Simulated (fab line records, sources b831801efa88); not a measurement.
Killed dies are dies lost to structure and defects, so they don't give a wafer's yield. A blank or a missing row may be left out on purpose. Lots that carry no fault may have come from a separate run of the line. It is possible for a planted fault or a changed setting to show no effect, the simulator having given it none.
Problem report in the 8D (eight disciplines) form, filled by code + flow sky130 + the parts of the form that need people (team, actions taken, sign-off) are left out

== 1. PROBLEM STATEMENT ==
A mean of 2.90 s is read at SKY_POLY_GATE_STRIP_18 for strip_time_to_endpoint_s, taken on 1 wafer of 1 lot, against 3.18 s (standard deviation 0.046) on wafers free of any fault. Relative to the usual mean, that is a shift of -6.1 standard deviations.
The step: strips in O2/N2.
The first sign was on wafer L228.5 at day 21 06:53, on plasma_asher-01. Wafers with a number at this step in the record: 36, from 12 lots. Rule for "out" (also "out of limits"): further than 4 standard deviations from the usual mean. The other wafers with a number count as sound.

== 2. WHAT IT IS, WHAT IT ISN'T ==
| question                    | is                       | is not                                                                                 |
|-----------------------------|--------------------------|----------------------------------------------------------------------------------------|
| which readings at this step | strip_time_to_endpoint_s | drypump_motor_current_A, oes_product_au                                                |
| which lots                  | L228                     | L215, L218, L219, L220, L221, L223, L224, L235, L236, L237, L238                       |
| which wafers of those lots  | L228.5                   | L228.4, L228.6                                                                         |
| read on which tools         | plasma_asher-01          | plasma_asher-02, plasma_asher-03                                                       |
| when                        | from day 21 06:53        | up to then (23 sound wafers); but 12 sound wafers of L235, L236, L237, L238 came after |

== 3. THE SUSPECTS, EACH WITH WHAT RULES IT OUT ==
Counting: any tool at a process step up to the reading remains a suspect provided it ran every lot that is out. Sound lots after the first of them don't rule it out here, since some wafers of a struck lot are sound.
- plasma_asher-03 at SKY_SONOS_ONO_STRIP_17 (strips in O2/N2): kept. It ran the lot that is out, L228 (day 17 03:22); its last sound lot up to then is L223 (day 15 18:07).
- rie_si-01 at SKY_POLY_GATE_ETCH_17 (etches poly-Si in HBr/Cl2, stops on SiO2, target depth 180 nm, time 70.5 s): kept. It ran the lot that is out, L228 (day 21 06:47); its last sound lot up to then is L224 (day 19 22:38).
- plasma_asher-01 at SKY_POLY_GATE_STRIP_18 (strips in O2/N2): kept. It ran the lot that is out, L228 (day 21 06:53); its last sound lot up to then is L219 (day 18 19:24). Its own strip_time_to_endpoint_s readings are out on those wafers.
- Within plasma_asher-03 at SKY_SONOS_ONO_STRIP_17: the wafers that are out ran in chamber 0; their sound lot-mates ran in chamber 1.
- In rie_si-01 at SKY_POLY_GATE_ETCH_17, the wafers that are out were processed in chamber 3 and their sound lot-mates in chambers 0, 1.
- Within plasma_asher-01 at SKY_POLY_GATE_STRIP_18: the wafers that are out ran in chamber 1; their sound lot-mates ran in chamber 0.
The count leaves plasma_asher-03 at SKY_SONOS_ONO_STRIP_17, rie_si-01 at SKY_POLY_GATE_ETCH_17, and plasma_asher-01 at SKY_POLY_GATE_STRIP_18.

== 4. THE CAUSE (what the simulator had put in) ==
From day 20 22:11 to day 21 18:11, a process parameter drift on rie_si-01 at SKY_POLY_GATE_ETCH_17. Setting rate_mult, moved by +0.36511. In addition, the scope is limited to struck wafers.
Counting leaves 3 suspects; this tool is one of them.

== 5. SEQUENCE OF EFFECTS, ordered by route ==
One row per reading whose mean, taken over the struck wafers that have a number, lies over 3 standard deviations from the usual. Only readings whose record carries a usual standard deviation are examined. hours: median over the lots of the time between each lot's start at the first step of this table that gives one and its start at this step. sigmas: the change, counted in usual standard deviations.
| hours | step                   | reading                  | usual  | on struck wafers | change | sigmas |
|-------|------------------------|--------------------------|--------|------------------|--------|--------|
| 0     | SKY_POLY_GATE_STRIP_18 | strip_time_to_endpoint_s | 3.18 s | 2.90             | -0.28  | -6.1   |
Its process steps:
- SKY_POLY_GATE_STRIP_18: strips in O2/N2.

== 6. WHAT WOULD HAVE CAUGHT IT SOONER ==
9 hours passed between the start of the fault at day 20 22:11 and the first reading out of limits in this record, taken at day 21 06:53.
An alarm limit of 4 standard deviations would not have fired on the tool readings at SKY_POLY_GATE_ETCH_17 for which the record gives a usual standard deviation, since none of them was out on any struck wafer.
By day 21 06:53, every lot that is out (1) had started SKY_POLY_GATE_ETCH_17 on rie_si-01. Had the tool been put on hold then, not one of them would have been saved.
